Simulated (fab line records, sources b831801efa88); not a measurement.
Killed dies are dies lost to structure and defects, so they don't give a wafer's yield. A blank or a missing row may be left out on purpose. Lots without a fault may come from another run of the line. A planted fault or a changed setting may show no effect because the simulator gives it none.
Which tool did it? | flow sky130 | 7 lots, 20 wafers sampled, at 1 step of a route of 708

WHAT THE GAUGES READ, wafer by wafer
SKY_FIELD_ISO_THK_MEAS_04.
lot  | measured    | on            | FIELD_ISO_CVD_03_THK (nm)
L783 | day 1 21:33 | film_metro-04 | 162.9 162.6 162.3
L786 | day 2 09:29 | film_metro-04 | 165.0 165.5 164.2
L790 | day 3 06:46 | film_metro-01 | 163.8 165.9 164.5
L793 | day 3 22:08 | film_metro-02 | 164.2 164.9 164.0
L796 | day 4 13:18 | film_metro-01 | 165.1 165.4 163.8
L801 | day 5 17:21 | film_metro-04 | 165.9 167.2
L805 | day 6 08:37 | film_metro-04 | 164.8 165.9 166.5

WHICH TOOL RAN EACH LOT (tool, then ch and the chambers of the sampled wafers, then the start)
The record holds no process step before these readings.

THE ANSWER, worked out from the rows above alone
Rule: what is usual is taken from the lots themselves. Put in order of their means at a reading, lots are off if they are a third of the lots or fewer, leave a main group of 4 or more, and stand apart from it by a gap of 3 or more times the standard deviation of the main group's means; of several such gaps the widest counts. A main group whose means are all the same, to the digits that the tables above print for the reading, isn't used. A lot without any number at a reading at which 4 lots or more have one is off too. The other lots that the step has rows for count as sound.
No lot is off at any reading shown: from this, nothing can be told.

WHAT THE SIMULATOR HAD PUT IN
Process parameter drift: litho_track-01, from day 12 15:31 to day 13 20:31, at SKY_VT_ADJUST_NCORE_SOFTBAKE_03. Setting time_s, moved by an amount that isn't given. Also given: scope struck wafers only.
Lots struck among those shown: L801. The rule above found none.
